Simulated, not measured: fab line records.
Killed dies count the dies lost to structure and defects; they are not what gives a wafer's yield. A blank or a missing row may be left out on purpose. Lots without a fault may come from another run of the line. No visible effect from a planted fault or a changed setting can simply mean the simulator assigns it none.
2 desks looking at one fault + flow gf180mcu + each desk has only its own numbers; what lay behind them comes last

THE METROLOGY DESK
What the gauges read for every lot (on any tool): the sampled wafers with a number, averaged. A lot is out of limits, marked OUT, if its mean lies more than 4 standard deviations from the usual mean; the brackets give that distance.
Columns: A = cd-nm at GF_POLY_GATE_CD_MEAS_18, usual 280.0 nm; B = HV_LDD_TW at GF_HV_LDD_TW_MEAS_11, usual 2411; C = HV_LDD_03_OVL at GF_HV_LDD_OVL_MEAS_47, usual 0.1 nm; D = HV_LDD_RS at GF_HV_LDD_RS_MEAS_53, usual 418.5 ohm/sq
| lot  | first seen here | A     | B              | C    | D               |
|------|-----------------|-------|----------------|------|-----------------|
| L487 | day 9 03:06     | 278.9 | 2431           | 0.3  | 418.1           |
| L488 | day 9 10:58     | 280.0 | 2383           | 0.1  | 418.4           |
| L495 | day 12 01:32    | 279.6 | 2184 (-16) OUT | 0.5  | 395.0 (-24) OUT |
| L496 | day 12 09:53    | 280.2 | 2414           | 0.9  | 420.1           |
| L497 | day 12 12:07    | 278.4 | 2186 (-16) OUT | -1.1 | 395.6 (-23) OUT |
| L500 | day 13 10:28    | 281.2 | 2406           | 0.5  | 418.9           |
| L505 | day 14 15:26    | 278.9 | 2402           | -2.2 | 418.0           |
| L506 | day 15 08:17    | 279.3 | 2411           | 0.0  | 417.7           |
| L507 | day 15 09:34    | 278.9 | 2420           | -1.1 | 416.7           |
| L508 | day 15 12:34    | 281.2 | 2415           | 1.8  | 418.4           |
| L509 | day 15 18:53    | 281.6 | 2418           | -0.9 | 418.1           |
| L510 | day 16 03:31    | 282.4 | 2418           | -0.5 | 417.8           |
This desk finds L495, L497 out of limits, with the earliest case on L495 at day 12 21:47 (HV_LDD_TW at GF_HV_LDD_TW_MEAS_11). L487, L488, L496, L500, L505, L506, L507, L508, L509, L510: within limits.

TOOL OWNER'S DESK, implanter-02
The tool's own readings at GF_HV_LDD_IMPLANT_09: means of the sampled wafers that have a number, for each lot that ran on this tool. A lot is out of limits, marked OUT, if its mean lies more than 4 standard deviations from the usual mean; the brackets give that distance.
Columns: A = tilt-deg at GF_HV_LDD_IMPLANT_09, usual 7.000 degrees
| lot  | first seen here | A                       |
|------|-----------------|-------------------------|
| L487 | day 9 20:23     | 7.023                   |
| L488 | day 10 04:37    | 6.989                   |
| L495 | day 12 21:28    | 0.006 (-99 or more) OUT |
| L497 | day 13 07:51    | 0.005 (-99 or more) OUT |
| L506 | day 16 06:40    | 6.997                   |
| L508 | day 16 10:46    | 7.004                   |
| L510 | day 17 02:18    | 7.028                   |
This desk's finding: out of limits on L495, L497; first on L495, day 12 21:28 (tilt-deg at GF_HV_LDD_IMPLANT_09). L487, L488, L506, L508, L510: within limits.

BROUGHT TOGETHER
The tool owner's desk had the chance to raise an alarm at day 12 21:28 on L495, L497.
On L495, L497, the metrology desk was in a position to raise an alarm at day 12 21:47.
On implanter-02, each named lot ran GF_HV_LDD_IMPLANT_09.

WHAT WAS PUT IN BY THE SIMULATOR
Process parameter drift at GF_HV_LDD_IMPLANT_09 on implanter-02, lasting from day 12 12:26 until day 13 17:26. From 7, the setting tilt-deg moved by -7. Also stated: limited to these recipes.
Struck lots among those shown: L495, L497.
Delay (hours) between the fault's onset and each desk's first out-of-limits reading: 9 at the tool owner's desk, 9 at the metrology desk.
